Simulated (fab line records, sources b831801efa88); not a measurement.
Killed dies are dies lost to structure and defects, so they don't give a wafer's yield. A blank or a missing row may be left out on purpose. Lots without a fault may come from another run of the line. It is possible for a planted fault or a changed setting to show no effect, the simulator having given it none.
Chamber matching || flow gf180mcu || GF_M5_ETCH_09 on rie diel-01 has 4 sister chambers
The step etches Si3N4 in CF4/O2, target depth 52 nm, time 11.6 s. 4 wafers are shown with their chamber, then 7 later ones without.

== WAFERS WITH THEIR CHAMBER ==
{"wafer": "L719.4", "chamber": 3, "drypump motor current A (A)": 5.96}
{"wafer": "L720.6", "chamber": 1, "drypump motor current A (A)": 5.55}
{"wafer": "L724.1", "chamber": 0, "drypump motor current A (A)": 5.45}
{"wafer": "L724.2", "chamber": 2, "drypump motor current A (A)": 5.47}

== WAFERS MISSING THEIR CHAMBER ==
{"wafer": "L724.6", "drypump motor current A (A)": 5.45}
{"wafer": "L730.2", "drypump motor current A (A)": 5.57}
{"wafer": "L730.3", "drypump motor current A (A)": 5.49}
{"wafer": "L730.6", "drypump motor current A (A)": 5.47}
{"wafer": "L738.3", "drypump motor current A (A)": 5.58}
{"wafer": "L738.4", "drypump motor current A (A)": 5.97}
{"wafer": "L738.5", "drypump motor current A (A)": 5.60}

== THE CHAMBER EACH PASSED THROUGH ==
{"wafer": "L724.6", "from the rows above": "can't be placed: 0 or 2", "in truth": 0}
{"wafer": "L730.2", "from the rows above": 1, "in truth": 1}
{"wafer": "L730.3", "from the rows above": "can't be placed: 2 or 0 or 1", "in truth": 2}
{"wafer": "L730.6", "from the rows above": "can't be placed: 2 or 0", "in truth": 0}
{"wafer": "L738.3", "from the rows above": 1, "in truth": 1}
{"wafer": "L738.4", "from the rows above": 3, "in truth": 3}
{"wafer": "L738.5", "from the rows above": 1, "in truth": 1}
Placed correctly: 4 of 7. Cannot be placed on the basis of these rows: 3; the candidates contain the true chamber in 3. Number placed wrongly: 0.
How it was worked out, from the rows above alone: a wafer's distance from a chamber is the root of the sum, over the readings, of the square of ((its reading less the chamber's mean) divided by the reading's scatter). If the next closest chamber is less than 2 further off than the closest, the wafer can't be placed; otherwise it belongs to the closest. A chamber's mean is the mean of its shown wafers. The scatter (one wafer shown for each chamber): square how far every hidden wafer sits from the nearest shown wafer, average those squares and take the square root.
